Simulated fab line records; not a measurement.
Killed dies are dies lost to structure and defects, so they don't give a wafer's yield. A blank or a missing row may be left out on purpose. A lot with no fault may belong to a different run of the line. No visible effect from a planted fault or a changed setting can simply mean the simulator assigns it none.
The same fault as seen by 2 desks -- flow sky130 -- only its own numbers are on each desk; what lay behind them is given at the end

TOOL OWNER'S DESK, litho_track-03
At SKY_CAPM_SOFTBAKE_08 (time 60 s), the tool's own readings, given per lot that ran on this tool as the mean of the sampled wafers with a number. If a lot's mean is further than 4 standard deviations from the usual mean, the lot is out of limits and carries the mark OUT (the distance appears in the brackets).
Columns: A = exhaust_pa at SKY_CAPM_SOFTBAKE_08, usual 45.3 Pa; B = heater_power_total_W at SKY_CAPM_SOFTBAKE_08, usual 56.59 W; C = plate_temp_C at SKY_CAPM_SOFTBAKE_08, usual 89.97 C
lot,first seen here,A,B,C
L820,day 40 11:26,45.1,56.65,90.03
L825,day 41 23:11,45.2,54.55 (-49) OUT,87.49 (-21) OUT
L827,day 42 12:06,45.9,54.54 (-49) OUT,87.80 (-18) OUT
This desk's finding: out of limits on L825, L827; first on L825, day 41 23:11 (heater_power_total_W at SKY_CAPM_SOFTBAKE_08). Within limits: L820.

FROM THE METROLOGY DESK
Lot by lot, what the gauges showed, no matter which tool ran the lot: averages of those sampled wafers that carry a number. If a lot's mean is further than 4 standard deviations from the usual mean, the lot is out of limits and carries the mark OUT (the distance appears in the brackets).
Columns: A = CAPM_CVD_00_THK at SKY_CAPM_THK_MEAS_01, usual 15.53 nm; B = CAPM_TIN_RS at SKY_CAPM_RS_MEAS_03, usual 6.90 ohm/sq; C = CAPM_TIN_THK at SKY_CAPM_THK_MEAS_04, usual 200.7 nm; D = CAPM_OVL at SKY_CAPM_OVL_MEAS_12, usual 0.5 nm
lot,first seen here,A,B,C,D
L810,day 37 16:47,15.76,6.81,203.0,1.7
L820,day 39 23:08,15.62,7.01,198.2,-0.1
L825,day 41 11:34,15.69,6.98,198.3,-2.8
L827,day 42 00:35,15.61,6.92,200.8,0.6
L829,day 43 08:42,15.27,6.89,201.4,1.6
L831,day 43 11:39,15.51,6.94,200.8,2.5
This desk's verdict: no lot among the 6 shows anything out of limits.

PUT TOGETHER
On L825, L827, at day 41 23:11, an alarm was possible from the tool owner's desk.
The metrology desk saw nothing out of limits.
The metrology desk holds a record of L825, L827, inside its limits.
Of the lots named, all ran SKY_CAPM_SOFTBAKE_08 on litho_track-03.

WHAT WAS PUT IN BY THE SIMULATOR
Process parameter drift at SKY_CAPM_SOFTBAKE_08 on litho_track-03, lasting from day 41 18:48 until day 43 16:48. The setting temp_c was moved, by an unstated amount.
Shown lots that were struck: L825, L827.
How many hours passed from the start of the fault until each desk's first out-of-limits reading: the tool owner's desk, 4.
